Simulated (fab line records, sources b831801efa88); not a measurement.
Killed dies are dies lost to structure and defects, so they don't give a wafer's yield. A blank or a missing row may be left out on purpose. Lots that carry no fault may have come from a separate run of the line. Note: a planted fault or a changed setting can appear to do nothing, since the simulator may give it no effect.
The tool behind it: which one? / flow gf180mcu / 7 lots, 21 wafers sampled, at 1 step of a route of 602

== WHAT EACH GAUGE READ, for each wafer ==
GF_CONTACT_RS_MEAS_25: the measuring method here is four-point-probe.
lot=L406; measured=day 16 11:48; on=film-metro-02; CONTACT_W_RS (ohm/sq)=0.355 0.357 0.354
lot=L411; measured=day 19 01:18; on=film-metro-04; CONTACT_W_RS (ohm/sq)=0.351 0.348 0.352
lot=L414; measured=day 20 14:35; on=film-metro-04; CONTACT_W_RS (ohm/sq)=0.363 0.359 0.364
lot=L416; measured=day 21 06:24; on=film-metro-02; CONTACT_W_RS (ohm/sq)=0.353 0.352 0.355
lot=L418; measured=day 22 07:20; on=film-metro-02; CONTACT_W_RS (ohm/sq)=0.358 0.355 0.356
lot=L425; measured=day 23 17:10; on=film-metro-04; CONTACT_W_RS (ohm/sq)=0.354 0.362 0.354
lot=L427; measured=day 24 05:13; on=film-metro-03; CONTACT_W_RS (ohm/sq)=0.354 0.355 0.354

== WHAT TOOL EACH LOT RAN ON (gives the tool, then ch and the chambers of the sampled wafers, and finally the start) ==
No process step before these readings appears in the record.

== THE ANSWER, worked out from the rows above alone ==
Rule: what is usual is taken from the lots themselves. The widest of any qualifying gaps counts: lots, ordered by their means at a reading, are off when they make up no more than a third of the lots, leave a main group of 4 or more, and stand apart from it by 3 or more times the standard deviation of that group's means. A main group whose means are all the same, to the digits that the tables above print for the reading, isn't used. Also off: a lot with no number at a reading for which 4 or more lots have one. Any other lot the step has rows for is counted as sound.
No lot is off on any of the readings shown, so nothing can be concluded from this.

== WHAT HAD BEEN PUT IN BY THE SIMULATOR ==
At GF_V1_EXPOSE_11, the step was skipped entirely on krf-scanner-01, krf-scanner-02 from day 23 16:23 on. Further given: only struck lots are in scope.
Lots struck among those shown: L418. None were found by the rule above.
